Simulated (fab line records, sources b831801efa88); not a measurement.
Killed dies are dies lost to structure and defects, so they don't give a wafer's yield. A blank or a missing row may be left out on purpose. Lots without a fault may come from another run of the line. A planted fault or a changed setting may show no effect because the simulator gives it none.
Chamber matching | flow gf180mcu | GF_V2_CVD_00 on hdpcvd-01: 3 sister chambers
The step deposits SiO2, target thk 600 nm, time 100 s. 14 wafers are shown with their chamber, then 7 later ones without.

WAFERS WITH THEIR CHAMBER
wafer  | chamber | pressure_mtorr (mTorr) | run_length_s (s)
L104.1 | 0       | 6.013                  | 128.1
L104.3 | 2       | 6.003                  | 128.1
L104.4 | 0       | 6.016                  | 128.5
L105.1 | 2       | 6.005                  | 128.5
L105.2 | 1       | 5.995                  | 128.6
L105.4 | 0       | 5.964                  | 128.4
L106.3 | 2       | 5.978                  | 128.7
L106.4 | 2       | 5.984                  | 128.1
L106.5 | 0       | 5.988                  | 128.3
L109.1 | 1       | 6.026                  | 128.5
L109.2 | 0       | 5.993                  | 128.8
L109.6 | 0       | 6.027                  | 128.1
L113.1 | 2       | 6.001                  | 128.7
L113.4 | 1       | 5.984                  | 128.2

SIGNATURES (means of the wafers above)
reading        | chamber 0 | chamber 1 | chamber 2 | scatter within a chamber
pressure_mtorr | 6.00017   | 6.00167   | 5.99420   | 0.0195
run_length_s   | 128.367   | 128.433   | 128.420   | 0.271
Rule: a wafer's distance from a chamber is the root of the sum, over the readings, of the square of ((its reading less the chamber's mean) divided by the reading's scatter). The wafer belongs to the nearest chamber; if the next one is less than 2 further off, it can't be placed. The scatter: the root of (the sum of the squares of (reading less its chamber's mean) over the shown wafers, divided by (wafers less chambers)).

WAFERS WITHOUT THEIR CHAMBER
wafer  | pressure_mtorr (mTorr) | run_length_s (s)
L113.6 | 5.979                  | 128.1
L116.3 | 6.004                  | 128.9
L116.4 | 5.998                  | 127.8
L116.5 | 5.984                  | 128.5
L125.2 | 6.008                  | 128.5
L125.4 | 6.009                  | 128.3
L125.6 | 6.001                  | 128.2

WHICH CHAMBER EACH WENT THROUGH
wafer  | from the rows above          | in truth
L113.6 | can't be placed: 2 or 0 or 1 | 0
L116.3 | can't be placed: 1 or 2 or 0 | 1
L116.4 | can't be placed: 0 or 2 or 1 | 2
L116.5 | can't be placed: 2 or 1 or 0 | 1
L125.2 | can't be placed: 1 or 0 or 2 | 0
L125.4 | can't be placed: 0 or 1 or 2 | 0
L125.6 | can't be placed: 0 or 1 or 2 | 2
Placed correctly: 0 of 7. Can't be placed from these rows: 7 (the true chamber is among the candidates in 7). Placed wrongly: 0.
